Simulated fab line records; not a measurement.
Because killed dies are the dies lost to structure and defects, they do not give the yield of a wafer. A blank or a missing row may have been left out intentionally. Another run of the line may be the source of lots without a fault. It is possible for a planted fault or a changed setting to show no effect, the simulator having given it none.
fab line records | flow sky130
record lots=7 | wafers=21 | last_day=50
route steps=708 shown NWELL@61
lots untouched by any fault: they come from a run of this same line in which no faults occurred
start_h: hours from the record's first day to the start of the lot's first wafer shown | wait_h: hours since the lot's step before | " as in the row above | L1.1+2: several wafers, shown together as one row | - value missing, or start not given | * or withheld: withheld | < > ~ a bound
route shown NAME@n: a module of which the file shows steps, and the number in the route of the first | usual: average and standard deviation across the fault-free wafers | same: alike in all rows | chamber/n: place in a boat | sites: each site's reading | _std_site: how widely they spread, as a standard deviation | _edge_site: mean of outer sites minus mean of inner sites | radius_mm: for every site, how far away it sits from the centre of the wafer | mask NAME#n: copy n | behind: the tool/chamber that last shaped the wafer | hold: what put the lot on hold/how long, in hours/how the hold closed | device: which transistor (n, p or np) failed to switch | end of line: tests of these same wafers at the route's end | where a step has no rows: the recipe by itself | killed: count of dies lost to structure and defects at first sort (not the wafer's yield) | map: shows each die of a wafer: x if killed, . if not, _ if none is there
set.NAME: setting as actually run; set.NAME@STEP: the setting as run at that earlier step | model.NAME: the simulator's own value behind a step, which no gauge read
a table for each step, a row for each wafer; lots at some steps of the route
services: the hour from which a tool's chamber was out of use, counted from the record's first day as start_h (under 0 if before that day), plus the number of hours and why
## steps
# step SKY_NWELL_PEB_08
# recipe temp_c=115 | time_s=withheld
# step SKY_NWELL_DEVELOP_09
# recipe wall_angle_deg=90 | developer=TMAH | develop_time_s=60 | dev_temp_c=23
# step SKY_NWELL_OVL_MEAS_10
# usual NWELL_00_OVL=0.0/1.2
lot.wafer | tool       | chamber | start_h | wait_h | NWELL_00_OVL[nm]
L907.1    | overlay-01 | -       | 103.70  | -      | -0.7
L907.2    | "          | -       | "       | "      | 0.3
L907.6    | "          | -       | "       | "      | 0.8
L917.2    | overlay-01 | -       | 152.11  | -      | 1.1
L917.4    | "          | -       | "       | "      | 0.3
L917.6    | "          | -       | "       | "      | 1.4
L921.2    | overlay-02 | -       | 174.82  | -      | -0.2
L921.4    | "          | -       | "       | "      | -0.4
L921.5    | "          | -       | "       | "      | -0.8
L922.1    | overlay-01 | -       | 177.47  | -      | 0.5
L922.3    | "          | -       | "       | "      | -1.5
L922.6    | "          | -       | "       | "      | 0.7
L923.3    | overlay-01 | -       | 183.66  | -      | 0.2
L923.5    | "          | -       | "       | "      | 1.9
L923.6    | "          | -       | "       | "      | 1.0
L925.1    | overlay-01 | -       | 197.02  | -      | 0.7
L925.5    | "          | -       | "       | "      | 0.2
L925.6    | "          | -       | "       | "      | 0.5
L928.1    | overlay-01 | -       | 219.75  | -      | 0.9
L928.2    | "          | -       | "       | "      | -0.4
L928.3    | "          | -       | "       | "      | -0.6
# step SKY_NWELL_IMPLANT_11
# recipe species=P | energy_kev=400 | dose_cm2=1.9e+13 | tilt_deg=withheld
# step SKY_NWELL_IMPLANT_12
# recipe species=P | energy_kev=120 | dose_cm2=1.3e+12 | tilt_deg=withheld
# step SKY_NWELL_IMPLANT_13
# recipe species=P | energy_kev=50 | dose_cm2=7e+11 | tilt_deg=withheld
# step SKY_NWELL_STRIP_14
# recipe chemistry=O2/N2 | power_w=1400 | pressure_mtorr=1500 | platen_temp_c=withheld | o2_flow_sccm=3000 | n2_flow_sccm=300 | overash_fraction=0.5
# usual drypump_motor_current_A=5.71/0.19 | oes_product_au=0.723/0.0049 | strip_time_to_endpoint_s=36.94/0.13
lot.wafer | tool            | chamber | start_h | wait_h | drypump_motor_current_A | oes_product_au | rf_hours_counter_h | strip_time_to_endpoint_s
L907.1    | plasma_asher-03 | 0       | 104.19  | 0.1    | 5.94                    | 0.719          | 29                 | 36.84
L907.2    | "               | 1       | "       | "      | 5.68                    | 0.720          | 29                 | 36.91
L907.6    | "               | 1       | "       | "      | 5.69                    | 0.724          | -                  | 36.85
L917.2    | plasma_asher-03 | 0       | 152.59  | 0.1    | 5.93                    | 0.731          | 34                 | 37.06
L917.4    | "               | 0       | "       | "      | 5.96                    | 0.719          | -                  | 37.04
L917.6    | "               | 0       | "       | "      | 5.97                    | 0.726          | -                  | 37.09
L921.2    | plasma_asher-04 | 0       | 175.30  | 0.1    | 5.28                    | 0.724          | 47                 | 36.84
L921.4    | "               | 0       | "       | "      | 5.32                    | 0.723          | -                  | 36.68
L921.5    | "               | 0       | "       | "      | 5.32                    | 0.725          | -                  | 36.82
L922.1    | plasma_asher-03 | 0       | 177.95  | 0.1    | 5.97                    | 0.719          | 37                 | 36.85
L922.3    | "               | 1       | "       | "      | 5.67                    | 0.726          | -                  | 36.91
L922.6    | "               | 1       | "       | "      | 5.67                    | 0.718          | -                  | 36.78
L923.3    | plasma_asher-01 | 1       | 184.17  | 0.1    | 5.73                    | 0.722          | -                  | 36.83
L923.5    | "               | 1       | "       | "      | 5.74                    | 0.721          | -                  | 36.79
L923.6    | "               | 0       | "       | "      | 5.76                    | 0.710          | -                  | 36.97
L925.1    | plasma_asher-03 | 0       | 197.50  | 0.1    | 5.98                    | 0.725          | 39                 | 37.24
L925.5    | "               | 0       | "       | "      | 5.96                    | 0.716          | -                  | 37.14
L925.6    | "               | 1       | "       | "      | 5.70                    | 0.720          | -                  | 37.24
L928.1    | plasma_asher-04 | 0       | 220.23  | 0.1    | 5.28                    | 0.713          | 51                 | 36.86
L928.2    | "               | 1       | "       | "      | 5.64                    | 0.720          | 51                 | 36.79
L928.3    | "               | 1       | "       | "      | 5.65                    | 0.729          | -                  | 36.81
# step SKY_NWELL_TW_MEAS_15
# usual NWELL_TW=1821/13
lot.wafer | tool          | chamber | start_h | wait_h | NWELL_TW
L907.1    | film_metro-03 | -       | 104.29  | 0.1    | 1821
L907.2    | "             | -       | "       | "      | 1824
L907.6    | "             | -       | "       | "      | 1818
L917.2    | film_metro-03 | -       | 152.70  | 0.1    | 1822
L917.4    | "             | -       | "       | "      | 1832
L917.6    | "             | -       | "       | "      | 1816
L921.2    | film_metro-04 | -       | 175.41  | 0.1    | 1813
L921.4    | "             | -       | "       | "      | 1809
L921.5    | "             | -       | "       | "      | 1809
L922.1    | film_metro-03 | -       | 178.05  | 0.1    | 1810
L922.3    | "             | -       | "       | "      | 1820
L922.6    | "             | -       | "       | "      | 1820
L923.3    | film_metro-03 | -       | 184.25  | 0.1    | 1814
L923.5    | "             | -       | "       | "      | 1823
L923.6    | "             | -       | "       | "      | 1821
L925.1    | film_metro-03 | -       | 197.60  | 0.1    | 1811
L925.5    | "             | -       | "       | "      | 1806
L925.6    | "             | -       | "       | "      | 1814
L928.1    | film_metro-03 | -       | 220.33  | 0.1    | 1825
L928.2    | "             | -       | "       | "      | 1827
L928.3    | "             | -       | "       | "      | 1822
# step SKY_NWELL_DEHYDRATE_16
# recipe temp_c=200 | time_s=60
# step SKY_NWELL_HMDS_17
# recipe prime_time_s=60 | prime_temp_c=120
# step SKY_NWELL_COAT_18
# recipe spin_rpm=2000 | resist_thk_nm=3000
# step SKY_NWELL_SOFTBAKE_19
# recipe temp_c=110 | time_s=withheld
# step SKY_NWELL_EXPOSE_20
# recipe mask_id=NWM_COMPLEMENT | na=0.6 | source_shape=conventional | sigma_outer=0.6 | polarization=unpolarized | target_cd_nm=840 | dose_mj=260
# usual exposure_dose_mJ_cm2=260.00/0.23 | focus_offset_nm=0.0/0.55
lot.wafer | tool             | chamber | start_h | wait_h | mask             | exposure_dose_mJ_cm2 | focus_offset_nm | model.NWELL.overlay_y_nm | model.NWELL.overlay_x_nm
L907.1    | iline_stepper-01 | 0       | 112.92  | -      | NWM_COMPLEMENT#0 | 259.92               | 0.0             | 0.07451                  | -0.8095
L907.2    | "                | 0       | "       | "      | NWM_COMPLEMENT#0 | 259.74               | 0.4             | 0.07451                  | -0.8095
L907.6    | "                | 0       | "       | "      | NWM_COMPLEMENT#0 | 260.04               | -0.1            | 0.07451                  | -0.8095
L917.2    | iline_stepper-02 | 0       | 162.17  | -      | NWM_COMPLEMENT#0 | 259.79               | -0.8            | -0.004768                | 0.3105
L917.4    | "                | 0       | "       | "      | NWM_COMPLEMENT#0 | 259.47               | -1.1            | -0.004768                | 0.3105
L917.6    | "                | 0       | "       | "      | NWM_COMPLEMENT#0 | 259.95               | 0.1             | -0.004768                | 0.3105
L921.2    | iline_stepper-01 | -       | 186.12  | -      | NWM_COMPLEMENT#0 | -                    | -               | 1.202                    | -0.9615
L921.4    | "                | -       | "       | "      | NWM_COMPLEMENT#0 | -                    | -               | 1.202                    | -0.9615
L921.5    | "                | -       | "       | "      | NWM_COMPLEMENT#0 | -                    | -               | 1.202                    | -0.9615
L922.1    | iline_stepper-01 | -       | 188.95  | -      | NWM_COMPLEMENT#0 | -                    | -               | -0.4529                  | -0.1549
L922.3    | "                | -       | "       | "      | NWM_COMPLEMENT#0 | -                    | -               | -0.4529                  | -0.1549
L922.6    | "                | -       | "       | "      | NWM_COMPLEMENT#0 | -                    | -               | -0.4529                  | -0.1549
L923.3    | iline_stepper-01 | -       | 194.64  | -      | NWM_COMPLEMENT#0 | -                    | -               | -0.2214                  | 0.991
L923.5    | "                | -       | "       | "      | NWM_COMPLEMENT#0 | -                    | -               | -0.2214                  | 0.991
L923.6    | "                | -       | "       | "      | NWM_COMPLEMENT#0 | -                    | -               | -0.2214                  | 0.991
L925.1    | iline_stepper-02 | 0       | 208.12  | -      | NWM_COMPLEMENT#0 | 259.64               | -0.7            | -0.08829                 | 0.244
L925.5    | "                | 0       | "       | "      | NWM_COMPLEMENT#0 | 260.02               | -0.1            | -0.08829                 | 0.244
L925.6    | "                | 0       | "       | "      | NWM_COMPLEMENT#0 | 259.67               | -0.4            | -0.08829                 | 0.244
L928.1    | iline_stepper-01 | 0       | 231.97  | -      | NWM_COMPLEMENT#0 | 259.86               | -0.3            | 0.5617                   | -0.2908
L928.2    | "                | 0       | "       | "      | NWM_COMPLEMENT#0 | 260.02               | -0.6            | 0.5617                   | -0.2908
L928.3    | "                | 0       | "       | "      | NWM_COMPLEMENT#0 | 260.18               | -0.6            | 0.5617                   | -0.2908
# step SKY_NWELL_PEB_21
# recipe temp_c=115 | time_s=withheld
## services
tool             | chamber | start_h | hours | kind
iline_stepper-02 | 0       | 94.77   | -     | calibration
iline_stepper-01 | -       | 94.86   | 1.7   | pm
plasma_asher-04  | -       | 101.50  | 4.3   | pm
iline_stepper-02 | -       | 104.75  | 13.7  | repair
plasma_asher-01  | -       | 108.75  | 9.0   | pm
plasma_asher-01  | 0       | 108.75  | 9.0   | vent_cycle
plasma_asher-01  | 1       | 108.75  | 9.0   | vent_cycle
iline_stepper-02 | -       | 110.95  | 16.3  | repair
plasma_asher-01  | 0       | 117.75  | -     | clean
plasma_asher-01  | 1       | 117.75  | -     | clean
plasma_asher-03  | -       | 122.14  | 1.4   | repair
iline_stepper-01 | 0       | 137.74  | -     | calibration
iline_stepper-02 | -       | 170.72  | 28.9  | pm
## key
first_sign step=SKY_NWELL_EXPOSE_20 | reading=tool_record | direction=missing
effect none on later readings
model_effect step=SKY_NWELL_EXPOSE_20 | value=NWELL.overlay_y_nm | without=-0.2236 | struck=0.176
met_at SKY_NWELL_EXPOSE_20
struck_wafers L921.2,L921.4,L921.5,L922.1,L922.3,L922.6,L923.3,L923.5,L923.6
sort_left_out L921.2,L921.4,L921.5,L922.1,L922.3,L922.6,L923.3,L923.5,L923.6
tester_left_out L921,L922,L923
onset_between 112.92 186.12
fault kind=skipped_step_whole | tool=iline_stepper-01 | chamber=- | onset_h=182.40 | steps=SKY_NWELL_EXPOSE_20 | scope=struck_lots_only
# tester_left_out: of these lots the tester's yield and bins aren't shown, on N5 and GAA mostly nor the transistor test; their killed dies are dies lost to structure and defects alone, not to doping, threshold or leakage, so they don't give the yield
# sort_left_out: the simulated sort isn't trusted on such a fault, so these wafers' sort isn't shown, and their yield isn't known
